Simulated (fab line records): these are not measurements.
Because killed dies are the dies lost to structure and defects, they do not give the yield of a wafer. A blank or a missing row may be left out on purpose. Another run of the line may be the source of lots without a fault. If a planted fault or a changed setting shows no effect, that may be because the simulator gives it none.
Split-lot study :: flow sfq_line :: on a route of 325 steps: 5 lots, 23 wafers read

ABOUT THE SPLIT
At SFQ_TRILAYER_L0_VIA_LITHO_PEB_016 (peb time 60 s), the setting peb_time_s was moved away from the recipe's 60 s on 11 of the 23 wafers read, by -13.4% to +12.0%. The other wafers ran this setting at the recipe's value.

No step appears in the file between the split and the reading.

THE READING
L0V.cd_nm (the simulator's own value, which no gauge read), in nm, at SFQ_TRILAYER_L0_VIA_BARC_OPEN_VIA_ETCH_021 (etches BARC in O2, target depth 125 nm, time 41.7 s). There is no usual value for it anywhere in the file. Across the 12 wafers here that went through the recipe, the average is 700.7 nm and the standard deviation 0.88 nm.

wafer: L074.1
tool, chamber at the split: litho_track-01, 0
peb_time_s as run, s: 55.91
against the recipe: -6.8%
L0V.cd_nm, nm: 692.2
against lot-mates on the recipe: -8.4

wafer: L074.2
tool, chamber at the split: litho_track-01, 0
peb_time_s as run, s: 55.91
against the recipe: -6.8%
L0V.cd_nm, nm: 690.7
against lot-mates on the recipe: -9.9

wafer: L074.4
tool, chamber at the split: litho_track-01, 0
peb_time_s as run, s: 60
against the recipe: recipe
L0V.cd_nm, nm: 699.7
against lot-mates on the recipe: -

wafer: L074.5
tool, chamber at the split: litho_track-01, 0
peb_time_s as run, s: 60
against the recipe: recipe
L0V.cd_nm, nm: 701.5
against lot-mates on the recipe: -

wafer: L074.6
tool, chamber at the split: litho_track-01, 0
peb_time_s as run, s: 55.91
against the recipe: -6.8%
L0V.cd_nm, nm: 692.1
against lot-mates on the recipe: -8.5

wafer: L078.1
tool, chamber at the split: litho_track-01, 0
peb_time_s as run, s: 60
against the recipe: recipe
L0V.cd_nm, nm: 701.2
against lot-mates on the recipe: -

wafer: L078.3
tool, chamber at the split: litho_track-01, 0
peb_time_s as run, s: 60
against the recipe: recipe
L0V.cd_nm, nm: 700.4
against lot-mates on the recipe: -

wafer: L078.4
tool, chamber at the split: litho_track-01, 0
peb_time_s as run, s: 60
against the recipe: recipe
L0V.cd_nm, nm: 701.8
against lot-mates on the recipe: -

wafer: L081.1
tool, chamber at the split: litho_track-04, 0
peb_time_s as run, s: 67.22
against the recipe: +12.0%
L0V.cd_nm, nm: 716.1
against lot-mates on the recipe: +15.8

wafer: L081.2
tool, chamber at the split: litho_track-04, 0
peb_time_s as run, s: 67.22
against the recipe: +12.0%
L0V.cd_nm, nm: 715.4
against lot-mates on the recipe: +15.1

wafer: L081.3
tool, chamber at the split: litho_track-04, 0
peb_time_s as run, s: 60
against the recipe: recipe
L0V.cd_nm, nm: 700.4
against lot-mates on the recipe: -

wafer: L081.4
tool, chamber at the split: litho_track-04, 0
peb_time_s as run, s: 67.22
against the recipe: +12.0%
L0V.cd_nm, nm: 715.3
against lot-mates on the recipe: +15.0

wafer: L081.5
tool, chamber at the split: litho_track-04, 0
peb_time_s as run, s: 60
against the recipe: recipe
L0V.cd_nm, nm: 700.2
against lot-mates on the recipe: -

wafer: L082.1
tool, chamber at the split: litho_track-01, 0
peb_time_s as run, s: 64.99
against the recipe: +8.3%
L0V.cd_nm, nm: 712.2
against lot-mates on the recipe: +10.3

wafer: L082.2
tool, chamber at the split: litho_track-01, 0
peb_time_s as run, s: 64.99
against the recipe: +8.3%
L0V.cd_nm, nm: 712.7
against lot-mates on the recipe: +10.8

wafer: L082.3
tool, chamber at the split: litho_track-01, 0
peb_time_s as run, s: 60
against the recipe: recipe
L0V.cd_nm, nm: 702.2
against lot-mates on the recipe: -

wafer: L082.4
tool, chamber at the split: litho_track-01, 0
peb_time_s as run, s: 60
against the recipe: recipe
L0V.cd_nm, nm: 701.6
against lot-mates on the recipe: -

wafer: L082.6
tool, chamber at the split: litho_track-01, 0
peb_time_s as run, s: 64.99
against the recipe: +8.3%
L0V.cd_nm, nm: 712
against lot-mates on the recipe: +10.1

wafer: L083.1
tool, chamber at the split: litho_track-01, 0
peb_time_s as run, s: 51.95
against the recipe: -13.4%
L0V.cd_nm, nm: 677.9
against lot-mates on the recipe: -22.1

wafer: L083.3
tool, chamber at the split: litho_track-01, 0
peb_time_s as run, s: 51.95
against the recipe: -13.4%
L0V.cd_nm, nm: 678.5
against lot-mates on the recipe: -21.5

wafer: L083.4
tool, chamber at the split: litho_track-01, 0
peb_time_s as run, s: 60
against the recipe: recipe
L0V.cd_nm, nm: 700.6
against lot-mates on the recipe: -

wafer: L083.5
tool, chamber at the split: litho_track-01, 0
peb_time_s as run, s: 60
against the recipe: recipe
L0V.cd_nm, nm: 699.2
against lot-mates on the recipe: -

wafer: L083.6
tool, chamber at the split: litho_track-01, 0
peb_time_s as run, s: 60
against the recipe: recipe
L0V.cd_nm, nm: 700.1
against lot-mates on the recipe: -

THE FIT
A straight line over all 23 wafers: L0V.cd_nm changes by +1.42 nm for each +1% of peb_time_s; r = +0.99; the points scatter about the line by 1.5 nm.
The same after taking each lot's own level away (the mean of its wafers on the recipe; 23 wafers): +1.39 nm for each +1%; r = +0.99; scatter 1.2 nm.
Per that fit: largest peb_time_s move, reading shift of 19 nm.
The span of the lots' own levels, 699.97 to 701.90 nm, comes to 2.2 times the standard deviation stated above.
Consequently the slope shifts little with the lot-to-lot level, the two slopes agreeing.
Check: with one of the wafers moved furthest among these (-13.4%) left out of the fit, the line predicts -18.4 nm for it against its lot-mates. Against them it came out at -22.1 nm.

OTHER SPLITS APPLIED TO THESE WAFERS
Before the reading, these wafers also passed through other splits. Each is held against what the fit with the lots' levels taken away leaves over:
other split on the same wafers: SFQ_TRILAYER_INCOMING_OXIDATION_002 temp_c
wafers away from the commonest value: 18
r with L0V.cd_nm (lot level and that fit taken away): +0.19

other split on the same wafers: SFQ_TRILAYER_L0_LITHO_PEB_008 peb_time_s
wafers away from the commonest value: 5
r with L0V.cd_nm (lot level and that fit taken away): -0.13

FILE'S OWN FIT
L0V.cd_nm changes by +1.42 nm for each +1% of peb_time_s, r = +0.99.
